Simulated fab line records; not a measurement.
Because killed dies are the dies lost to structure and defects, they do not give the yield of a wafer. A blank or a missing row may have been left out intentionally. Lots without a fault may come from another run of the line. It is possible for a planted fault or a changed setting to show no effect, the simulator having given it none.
Chamber matching	flow gf180mcu	GF_SAB_CVD_00 on pecvd-03: 3 sister chambers
The step deposits SiO2 from TEOS, target thk 50 nm, time 4.9302 s. 3 wafers are shown with their chamber, then 8 later ones without.

WAFERS, EACH WITH ITS CHAMBER
wafer	chamber	heater-power-w (W)
L299.5	0	590
L312.5	2	610
L313.3	1	760

WAFERS WITH NO CHAMBER GIVEN
wafer	heater-power-w (W)
L313.5	680
L313.6	572
L317.2	626
L317.4	631
L317.5	618
L316.2	545
L316.5	522
L316.6	822

EACH ONE'S CHAMBER
wafer	from the rows above	in truth
L313.5	can't be placed: 2 or 1 or 0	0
L313.6	can't be placed: 0 or 2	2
L317.2	can't be placed: 2 or 0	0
L317.4	can't be placed: 2 or 0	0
L317.5	can't be placed: 2 or 0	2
L316.2	can't be placed: 0 or 2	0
L316.5	can't be placed: 0 or 2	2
L316.6	1	1
Correct placement for 1 of the 8. Can't be placed from these rows: 7 (the true chamber is among the candidates in 7). 0 placed wrongly.
How it was worked out, from the rows above alone: a wafer's distance from a chamber is the root of the sum, over the readings, of the square of ((its reading less the chamber's mean) divided by the reading's scatter). The wafer belongs to the nearest chamber; if the next one is less than 2 further off, it can't be placed. The mean given for a chamber averages the wafers shown for that chamber. The scatter: root of mean squared gap, hidden wafer to nearest shown wafer, with one shown wafer a chamber.
